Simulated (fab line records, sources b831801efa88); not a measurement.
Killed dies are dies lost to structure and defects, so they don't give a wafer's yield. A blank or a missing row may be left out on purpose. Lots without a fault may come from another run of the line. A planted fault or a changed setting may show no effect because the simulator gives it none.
fab line records | flow sky130 | part 1 of 2: steps 1 to 43 of 44
record lots=6 wafers=18 last_day=50
route steps=708 shown VIA2@522 METAL3@532 CAPM@537 PAD_OPEN@708
lots that met no fault: from a run of the same line without faults
start_h: hours from the record's first day to the start of the lot's first wafer shown | wait_h: hours since the lot's step before | " the same as in the row above | L1.1+2: a row that stands for several wafers | - no value, or no start given | * or withheld: withheld | < > ~ a bound
route shown NAME@n: a module of which the file shows steps, and the number in the route of the first | usual: mean/standard deviation of fault-free wafers | same: alike in all rows | chamber/n: place in a boat | sites: the reading at each site | _std_site: their standard deviation | _edge_site: outer sites' mean less inner sites' | radius_mm: how far each site lies from the wafer's centre | mask NAME#n: copy n | behind: the tool/chamber that last shaped the wafer | hold: why the lot was held/for how many hours/how that ended | device: the transistor (n, p or np) that didn't switch | end of line: the same wafers' tests at the end of the route | a step without rows: its recipe alone | killed: dies lost to structure and defects at the first sort, not the wafer's yield | map: a wafer's dies, x killed, . not, _ none there
set.NAME: the setting as run; set.NAME@STEP: as run at that earlier step | model.NAME: the simulator's own value behind a step, which no gauge read
lots at some steps of the route; a table a step, a row a wafer
services: from which hour (start_h, from the record's first day; less than 0 if before it) a tool's chamber was out of use, for how many hours, and why
## steps
# step SKY_VIA2_ETCH_15
# recipe target=SiO2 chemistry=C4F8/O2/Ar target_depth_nm=546 stop_on=TiN mask_material=KrF-thick source_w=1500 bias_w=1200 pressure_mtorr=40 c4f8_flow_sccm=withheld O2_flow_sccm=6 Ar_flow_sccm=300 time_s=84
# usual bias_w=1201/3.5 oes_product_au=0.939/0.0046
# same time_s=84
# columns lot.wafer tool chamber start_h wait_h bias_w oes_product_au rf_hours_counter_h
L579.1 rie_diel-04 3 864.72 0.0 1198 0.939 26
L579.2 " 1 " " 1200 0.938 26
L579.3 " 2 " " 1209 0.938 8
L582.2 rie_diel-02 0 890.02 0.0 1196 0.933 15
L582.5 " 1 " " 1197 0.937 -
L582.6 " 2 " " 1199 0.931 -
L587.1 rie_diel-03 2 933.50 0.0 1208 0.938 12
L587.5 " 3 " " 1200 0.944 -
L587.6 " 0 " " 1200 0.935 -
L588.1 rie_diel-04 3 935.25 0.0 1201 0.939 29
L588.4 " 0 " " 1195 0.943 3
L588.6 " 1 " " 1197 0.938 -
L589.2 rie_diel-04 3 942.95 0.0 1204 0.945 30
L589.4 " 2 " " 1197 0.939 -
L589.5 " 3 " " 1202 0.939 -
L600.1 rie_diel-03 0 1014.57 0.0 1205 0.937 13
L600.3 " 3 " " 1201 0.935 19
L600.5 " 2 " " 1202 0.941 -
# step SKY_VIA2_STRIP_16
# recipe chemistry=O2/N2 power_w=1400 pressure_mtorr=1500 platen_temp_c=withheld o2_flow_sccm=3000 n2_flow_sccm=300 overash_fraction=0.5
# usual drypump_motor_current_A=5.87/0.12 oes_product_au=0.399/0.0047 strip_time_to_endpoint_s=4.057/0.029
# same overash_fraction=0.5
# columns lot.wafer tool chamber start_h wait_h drypump_motor_current_A oes_product_au rf_hours_counter_h strip_time_to_endpoint_s
L579.1 plasma_asher-02 1 864.78 0.0 5.70 0.397 98 4.032
L579.2 " 0 " " 6.04 0.394 98 4.028
L579.3 " 0 " " 6.03 0.403 - 4.036
L582.2 plasma_asher-01 1 890.08 0.0 5.77 0.397 78 4.057
L582.5 " 0 " " 5.86 0.394 - 4.066
L582.6 " 1 " " 5.81 0.404 - 4.096
L587.1 plasma_asher-03 1 933.56 0.0 5.83 0.399 17 4.109
L587.5 " 0 " " 5.97 0.392 - 4.055
L587.6 " 1 " " 5.83 0.394 - 4.056
L588.1 plasma_asher-02 1 935.31 0.0 5.70 0.395 105 4.053
L588.4 " 1 " " 5.72 0.407 - 4.096
L588.6 " 1 " " 5.70 0.399 - 4.032
L589.2 plasma_asher-02 1 943.02 0.0 5.69 0.399 106 4.028
L589.4 " 1 " " 5.67 0.398 - 4.090
L589.5 " 1 " " 5.68 0.409 - 4.073
L600.1 plasma_asher-01 1 1014.63 0.0 5.83 0.402 92 4.063
L600.3 " 1 " " 5.83 0.400 - 4.075
L600.5 " 0 " " 5.85 0.407 - 4.112
# step SKY_VIA2_STRIP_17
# recipe chemistry=post_etch_residue_remover time_s=1200 temp_c=72.5
# step SKY_VIA2_CLEAN_18
# recipe chemistry=IPA time_s=180 temp_c=25
# step SKY_VIA2_CLEAN_19
# recipe chemistry=O3/DIW dry=n2_spin
# step SKY_VIA2_SPUTTER_20
# recipe material=TiN target_thk_nm=20 chamber_pressure_pa=5 power_w=4000 time_s=80
# step SKY_VIA2_CVD_21
# recipe material=W target_thk_nm=420 time_s=126.4 temp_c=400 pressure_torr=40
# usual heater_power_w=789/42
# same time_s=126.4
# columns lot.wafer tool chamber start_h wait_h heater_power_w
L579.1 cvd_w-02 1 865.44 0.0 775
L579.2 " 0 " " 784
L579.3 " 0 " " 785
L582.2 cvd_w-02 0 890.78 0.0 778
L582.5 " 1 " " 759
L582.6 " 0 " " 791
L587.1 cvd_w-02 0 934.32 0.0 786
L587.5 " 0 " " 779
L587.6 " 1 " " 780
L588.1 cvd_w-02 1 936.03 0.0 768
L588.4 " 0 " " 797
L588.6 " 0 " " 802
L589.2 cvd_w-02 0 943.68 0.0 798
L589.4 " 1 " " 779
L589.5 " 1 " " 782
L600.1 cvd_w-02 1 1015.33 0.0 781
L600.3 " 0 " " 797
L600.5 " 0 " " 810
# step SKY_VIA2_RS_MEAS_22
# recipe thk_meas_gauge=four-point-probe reads=W_of_VIA2_CVD_21+TiN_of_VIA2_SPUTTER_20
# usual VIA2_W_RS=0.271/0.0046
# columns lot.wafer tool chamber start_h wait_h VIA2_W_RS[ohm/sq]
L579.1 film_metro-01 - 865.57 0.1 0.264
L579.2 " - " " 0.271
L579.3 " - " " 0.272
L582.2 film_metro-01 - 890.93 0.1 0.272
L582.5 " - " " 0.264
L582.6 " - " " 0.272
L587.1 film_metro-01 - 934.45 0.1 0.276
L587.5 " - " " 0.270
L587.6 " - " " 0.267
L588.1 film_metro-03 - 936.16 0.1 0.264
L588.4 " - " " 0.270
L588.6 " - " " 0.271
L589.2 film_metro-03 - 943.83 0.1 0.273
L589.4 " - " " 0.267
L589.5 " - " " 0.263
L600.1 film_metro-02 - 1015.46 0.1 0.264
L600.3 " - " " 0.272
L600.5 " - " " 0.274
# step SKY_VIA2_THK_MEAS_23
# recipe thk_meas_gauge=xrf reads=W_of_VIA2_CVD_21
# usual VIA2_W_THK=408/8.7
# columns lot.wafer tool chamber start_h wait_h VIA2_W_THK[nm]
L579.1 film_metro-01 - 865.69 0.1 408
L579.2 " - " " 399
L579.3 " - " " 395
L582.2 film_metro-01 - 891.04 0.1 411
L582.5 " - " " 420
L582.6 " - " " 408
L587.1 film_metro-01 - 934.57 0.1 399
L587.5 " - " " 406
L587.6 " - " " 410
L588.1 film_metro-03 - 936.28 0.1 412
L588.4 " - " " 404
L588.6 " - " " 403
L589.2 film_metro-03 - 943.94 0.1 399
L589.4 " - " " 408
L589.5 " - " " 412
L600.1 film_metro-02 - 1015.58 0.1 427
L600.3 " - " " 414
L600.5 " - " " 412
# step SKY_VIA2_CMP_24
# recipe stop_on=SiO2 t_overpolish_s=20 down_force_psi=3.5 platen_rpm=60 target_thk_nm=0 pad_velocity_m_s=0.94248
# usual motor_current_A=10.9/1.2 overpolish_run_s=20.001/0.0089 time_to_endpoint_s=101/5.2
# columns lot.wafer tool chamber start_h wait_h motor_current_A overpolish_run_s time_to_endpoint_s
L579.3 cmp-01 3 865.75 0.0 11.5 20.003 97
L579.2 " 0 " " 10.7 19.991 101
L579.1 " 2 " " 11.0 19.995 102
L582.2 cmp-02 1 891.24 0.2 12.0 19.999 118
L582.6 " 2 " " 13.4 20.000 111
L582.5 " 3 " " 8.6 19.992 109
L587.1 cmp-01 1 934.68 0.1 11.7 20.009 93
L587.5 " 0 " " 10.5 20.000 98
L587.6 " 1 " " 11.2 19.995 94
L588.1 cmp-02 2 936.34 0.1 12.9 19.998 103
L588.4 " 1 " " 12.7 19.997 115
L588.6 " 3 " " 9.0 20.005 101
L589.4 cmp-02 0 944.14 0.2 10.3 19.992 105
L589.2 " 2 " " 12.6 20.015 104
L589.5 " 0 " " 10.1 20.021 102
L600.3 cmp-01 0 1015.69 0.1 10.6 19.998 99
L600.1 " 1 " " 10.7 20.013 97
L600.5 " 0 " " 10.7 19.994 97
# step SKY_METAL3_SPUTTER_00
# recipe material=Ti target_thk_nm=15 power_w=3000 time_s=10 chamber_pressure_pa=0.4
# step SKY_METAL3_SPUTTER_01
# recipe material=TiN target_thk_nm=20 power_w=6500 time_s=16.7 chamber_pressure_pa=0.4
# usual chamber_pressure_pa=0.4000/0.00085 throttle_valve_pct=29.6/0.8
# same time_s=16.7
# columns lot.wafer tool chamber start_h wait_h chamber_pressure_pa throttle_valve_pct
L579.1 pvd_sputter-03 - 866.07 0.0 0.4007 28.5
L579.2 " - " " 0.3981 30.8
L579.3 " - " " 0.4010 28.9
L582.2 pvd_sputter-03 - 891.41 0.0 0.3981 28.8
L582.5 " - " " 0.3995 30.8
L582.6 " - " " 0.3997 30.7
L587.1 pvd_sputter-03 - 934.95 0.0 0.4001 30.5
L587.5 " - " " 0.4007 30.7
L587.6 " - " " 0.4012 28.6
L588.1 pvd_sputter-03 - 936.66 0.0 0.4005 28.6
L588.4 " - " " 0.4011 30.7
L588.6 " - " " 0.4005 30.8
L589.2 pvd_sputter-01 - 944.47 0.0 0.4006 30.0
L589.4 " - " " 0.3987 29.2
L589.5 " - " " 0.3999 30.1
L600.1 pvd_sputter-04 - 1015.96 0.0 0.3991 29.5
L600.3 " - " " 0.4006 28.7
L600.5 " - " " 0.4000 29.4
# step SKY_METAL3_SPUTTER_02
# recipe material=AlCu target_thk_nm=735 power_w=10600 time_s=39.1 chamber_pressure_pa=0.4
# usual chamber_pressure_pa=0.4000/0.00081 throttle_valve_pct=29.6/0.79
# same time_s=39.1
# columns lot.wafer tool chamber start_h wait_h chamber_pressure_pa throttle_valve_pct model.AlCu_of_METAL3_SPUTTER_02.thk_nm
L579.1 pvd_sputter-03 - 866.09 0.0 0.4003 28.7 722.8
L579.2 " - " " 0.3999 30.8 724.7
L579.3 " - " " 0.3992 28.7 734.4
L582.2 pvd_sputter-03 - 891.43 0.0 0.4010 28.6 747.6
L582.5 " - " " 0.4007 30.4 744.2
L582.6 " - " " 0.3997 30.7 735.7
L587.1 pvd_sputter-03 - 934.98 0.0 0.3489 32.8 752.2
L587.5 " - " " 0.3509 32.8 753.5
L587.6 " - " " 0.3503 30.7 754.4
L588.1 pvd_sputter-03 - 936.69 0.0 0.3507 30.7 747.5
L588.4 " - " " 0.3505 32.8 750.3
L588.6 " - " " 0.3508 32.9 747.9
L589.2 pvd_sputter-01 - 944.49 0.0 0.3996 29.9 748.7
L589.4 " - " " 0.3994 29.2 728.1
L589.5 " - " " 0.3994 30.1 743.4
L600.1 pvd_sputter-04 - 1015.98 0.0 0.4001 29.6 700.7
L600.3 " - " " 0.4000 28.9 723.9
L600.5 " - " " 0.4004 29.5 737.3
# step SKY_METAL3_SPUTTER_03
# recipe material=Ti target_thk_nm=5 power_w=3000 time_s=3.3 chamber_pressure_pa=0.4
# step SKY_METAL3_SPUTTER_04
# recipe material=TiN target_thk_nm=70 power_w=6500 time_s=58.3 chamber_pressure_pa=0.4
# step SKY_CAPM_CVD_00
# recipe material=SiO2 target_thk_nm=15.5 temp_c=400 time_s=withheld rf_w=450
# step SKY_CAPM_THK_MEAS_01
# recipe reads=SiO2_of_CAPM_CVD_00
# usual CAPM_CVD_00_THK=15.41/0.24
# columns lot.wafer tool chamber start_h wait_h CAPM_CVD_00_THK[nm]
L579.1 film_metro-04 - 866.23 - 15.61
L579.2 " - " " 15.60
L579.3 " - " " 15.80
L582.2 film_metro-02 - 891.57 - 15.19
L582.5 " - " " 15.60
L582.6 " - " " 15.40
L587.1 film_metro-04 - 935.11 - 15.21
L587.5 " - " " 15.77
L587.6 " - " " 15.38
L588.1 film_metro-02 - 936.82 - 15.29
L588.4 " - " " 15.59
L588.6 " - " " 15.59
L589.2 film_metro-03 - 944.63 - 15.48
L589.4 " - " " 15.70
L589.5 " - " " 15.41
L600.1 film_metro-03 - 1016.11 - 15.25
L600.3 " - " " 15.43
L600.5 " - " " 15.63
# step SKY_CAPM_SPUTTER_02
# recipe material=TiN target_thk_nm=200 temp_c=300 power_w=6500 time_s=166.7 chamber_pressure_pa=0.4
# step SKY_CAPM_RS_MEAS_03
# recipe thk_meas_gauge=four-point-probe reads=TiN_of_CAPM_SPUTTER_02
# usual CAPM_TIN_RS=6.97/0.087
# columns lot.wafer tool chamber start_h wait_h CAPM_TIN_RS[ohm/sq]
L579.1 film_metro-02 - 866.40 0.1 6.86
L579.2 " - " " 6.94
L579.3 " - " " 6.92
L582.2 film_metro-03 - 891.75 0.1 7.12
L582.5 " - " " 7.05
L582.6 " - " " 7.05
L587.1 film_metro-02 - 935.28 0.1 7.11
L587.5 " - " " 7.22
L587.6 " - " " 7.08
L588.1 film_metro-04 - 936.99 0.1 6.99
L588.4 " - " " 6.95
L588.6 " - " " 6.98
L589.2 film_metro-02 - 944.81 0.1 6.97
L589.4 " - " " 6.92
L589.5 " - " " 7.01
L600.1 film_metro-02 - 1016.28 0.1 6.93
L600.3 " - " " 6.99
L600.5 " - " " 7.05
# step SKY_CAPM_THK_MEAS_04
# recipe thk_meas_gauge=xrf reads=TiN_of_CAPM_SPUTTER_02
# usual CAPM_TIN_THK=195.2/2.5
# columns lot.wafer tool chamber start_h wait_h CAPM_TIN_THK[nm]
L579.1 film_metro-02 - 866.52 0.1 199.4
L579.2 " - " " 196.0
L579.3 " - " " 197.6
L582.2 film_metro-03 - 891.86 0.1 190.5
L582.5 " - " " 193.1
L582.6 " - " " 192.8
L587.1 film_metro-02 - 935.40 0.1 192.3
L587.5 " - " " 190.0
L587.6 " - " " 193.1
L588.1 film_metro-04 - 937.11 0.1 194.6
L588.4 " - " " 196.0
L588.6 " - " " 193.3
L589.2 film_metro-02 - 944.92 0.1 195.5
L589.4 " - " " 196.4
L589.5 " - " " 194.0
L600.1 film_metro-02 - 1016.40 0.1 196.6
L600.3 " - " " 192.9
L600.5 " - " " 193.0
# step SKY_CAPM_DEHYDRATE_05
# recipe temp_c=200 time_s=60
# step SKY_CAPM_HMDS_06
# recipe prime_time_s=60 prime_temp_c=120
# step SKY_CAPM_COAT_07
# recipe resist=NOVOLAK spin_rpm=3000 resist_thk_nm=1140
# step SKY_CAPM_SOFTBAKE_08
# recipe temp_c=90 time_s=60 resist=NOVOLAK
# step SKY_CAPM_EXPOSE_09
# recipe mask_id=CAPM na=0.6 source_shape=conventional sigma_outer=0.6 polarization=unpolarized target_cd_nm=1000 dose_mj=159
# step SKY_CAPM_PEB_10
# recipe temp_c=withheld time_s=* resist=NOVOLAK
# step SKY_CAPM_DEVELOP_11
# recipe resist=NOVOLAK developer=TMAH develop_time_s=60 dev_temp_c=23
# step SKY_CAPM_OVL_MEAS_12
# usual CAPM_OVL=0.0/1.5
# columns lot.wafer tool chamber start_h wait_h CAPM_OVL[nm]
L579.1 overlay-01 - 892.77 0.1 1.1
L579.2 " - " " 1.1
L579.3 " - " " -1.6
L582.2 overlay-01 - 917.66 0.1 1.0
L582.5 " - " " -0.3
L582.6 " - " " 0.3
L587.1 overlay-02 - 958.80 0.1 0.0
L587.5 " - " " 0.2
L587.6 " - " " 0.7
L588.1 overlay-02 - 961.62 0.1 -0.4
L588.4 " - " " -1.5
L588.6 " - " " -0.5
L589.2 overlay-01 - 969.20 0.1 -1.9
L589.4 " - " " -1.7
L589.5 " - " " -1.6
L600.1 overlay-02 - 1038.67 0.1 1.7
L600.3 " - " " 0.5
L600.5 " - " " 1.9
# step SKY_CAPM_METAL_ETCH_13
# recipe target_depth_nm=220 stop_on=SiO2 chemistry=Cl2/BCl3 target=TiN pressure_mtorr=10 icp_w=900 bias_w=48.5 Cl2_flow_sccm=60 bcl3_flow_sccm=30 time_s=62.9
# step SKY_CAPM_STRIP_14
# recipe chemistry=O2/N2 power_w=1400 pressure_mtorr=1500 platen_temp_c=withheld o2_flow_sccm=3000 n2_flow_sccm=300 overash_fraction=0.5
# step SKY_CAPM_STRIP_15
# recipe chemistry=post_etch_residue_remover time_s=1200 temp_c=72.5
# step SKY_CAPM_CLEAN_16
# recipe chemistry=IPA time_s=180 temp_c=25
# step SKY_CAPM_CLEAN_17
# recipe chemistry=O3/DIW dry=n2_spin
# step SKY_METAL3_DEHYDRATE_05
# recipe temp_c=200 time_s=60
# step SKY_METAL3_HMDS_06
# recipe prime_time_s=60 prime_temp_c=120
# step SKY_METAL3_COAT_07
# recipe resist=BARC temp_c=withheld time_s=withheld spin_rpm=3000 resist_thk_nm=60
# step SKY_METAL3_COAT_08
# recipe resist=KrF-thick spin_rpm=3000 resist_thk_nm=1140
# step SKY_METAL3_SOFTBAKE_09
# recipe temp_c=100 time_s=90 resist=KrF-thick
# step SKY_METAL3_EXPOSE_10
# recipe mask_id=MM3 na=0.68 source_shape=annular sigma_inner=0.4 sigma_outer=0.8 target_cd_nm=300 dose_mj=28
# step SKY_METAL3_PEB_11
# recipe peb_temp_c=withheld peb_time_s=withheld resist=KrF-thick
# step SKY_METAL3_DEVELOP_12
# recipe develop_time_s=60 resist=KrF-thick dev_temp_c=21
# step SKY_METAL3_CD_MEAS_13
# recipe target_cd_nm=300
# usual cd_nm=299.6/1.4
# columns lot.wafer tool chamber start_h wait_h cd_nm
L579.1 cd_sem-01 - 919.26 - 298.3
L579.2 " - " " 296.7
L579.3 " - " " 299.1
L582.2 cd_sem-01 - 942.92 - 300.5
L582.5 " - " " 300.6
L582.6 " - " " 299.4
L587.1 cd_sem-01 - 983.45 - 298.4
L587.5 " - " " 301.3
L587.6 " - " " 299.3
L588.1 cd_sem-01 - 986.06 - 300.8
L588.4 " - " " 300.4
L588.6 " - " " 299.6
L589.2 cd_sem-02 - 993.67 - 298.4
L589.4 " - " " 299.2
L589.5 " - " " 300.1
L600.1 cd_sem-01 - 1061.85 - 299.6
L600.3 " - " " 299.0
L600.5 " - " " 299.8
# step SKY_METAL3_METAL_ETCH_18
# recipe target_depth_a=8450 stop_on=SiO2 over_etch_frac=0.3 time_s=183.1 chemistry=Cl2/BCl3 resist_sidewall_deg=88 pressure_mtorr=10 icp_w=900 bias_w=48.5 Cl2_flow_sccm=60 bcl3_flow_sccm=30
# usual bcl3_flow_sccm=30.01/0.095 bias_w=48.49/0.15 drypump_motor_current_A=5.69/0.23 oes_product_au=0.866/0.0075 throttle_valve_pct=22.265/0.0091
# same time_s=183.1
# columns lot.wafer tool chamber start_h wait_h bcl3_flow_sccm bias_w drypump_motor_current_A oes_product_au rf_hours_counter_h throttle_valve_pct model.METAL3.feature_depth_nm model.etch.depth_nm
L579.1 rie_metal-03 0 919.56 0.0 30.02 48.44 5.34 0.859 13 22.257 851.9 851.9
L579.2 " 1 " " 30.16 48.33 5.76 0.861 2 22.266 855.2 855.2
L579.3 " 0 " " 29.80 48.36 5.37 0.867 - 22.255 862.8 862.8
L582.2 rie_metal-02 1 943.21 0.0 29.96 48.44 6.00 0.876 14 22.253 878 878
L582.5 " 0 " " 29.97 48.67 5.60 0.874 - 22.255 875.4 875.4
L582.6 " 1 " " 30.02 48.59 6.00 0.865 - 22.262 867.9 867.9
L587.1 rie_metal-01 1 983.76 0.0 29.95 48.54 5.38 0.880 10 22.258 883.9 883.9
L587.5 " 0 " " 30.00 48.20 5.92 0.884 - 22.266 883.5 883.5
L587.6 " 1 " " 29.87 48.37 5.38 0.880 - 22.262 884.5 884.5
L588.1 rie_metal-02 0 986.36 0.0 30.03 48.43 5.60 0.873 7 22.267 878.4 878.4
L588.4 " 0 " " 29.98 48.50 5.61 0.874 - 22.266 881 881
L588.6 " 0 " " 30.10 48.52 5.58 0.873 - 22.263 878.6 878.6
L589.2 rie_metal-03 1 993.95 0.0 30.01 48.46 5.78 0.874 5 22.277 878.9 878.9
L589.4 " 0 " " 30.02 48.34 5.34 0.865 - 22.261 859.4 859.4
L589.5 " 0 " " 30.16 48.42 5.35 0.873 - 22.283 872.9 872.9
L600.1 rie_metal-02 1 1062.15 0.0 30.05 48.67 5.98 0.849 21 22.265 832.8 832.8
L600.3 " 0 " " 29.83 48.62 5.64 0.853 - 22.256 853.6 853.6
L600.5 " 1 " " 29.88 48.79 5.98 0.870 - 22.270 867.7 867.7
## key
first_sign step=SKY_METAL3_SPUTTER_02 reading=chamber_pressure_pa direction=down sigmas=61 usual=0.4000 struck=0.3504
effect step=SKY_METAL3_SPUTTER_02 reading=throttle_valve_pct direction=up sigmas=3.1 usual=29.6 struck=32.1
model_effect step=SKY_METAL3_SPUTTER_02 value=AlCu_of_METAL3_SPUTTER_02.thk_nm without=731.5 struck=751
model_effect step=SKY_METAL3_METAL_ETCH_18 value=METAL3.feature_depth_nm without=862.2 struck=881.7
model_effect step=SKY_PAD_OPEN_PROBE_99 value=etest.met3.rs_ohm_sq without=0.04299 struck=0.04187
met_at SKY_METAL3_SPUTTER_02
struck_wafers L587.1,L587.5,L587.6,L588.1,L588.4,L588.6
onset_between 891.43 934.98
fault kind=process_parameter_drift tool=pvd_sputter-03 chamber=- onset_h=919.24 steps=SKY_METAL3_SPUTTER_02 channel=chamber_pressure_pa offset=-0.049766 shape=step end_h=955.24 acts_in=these_recipes_only stated=0.4
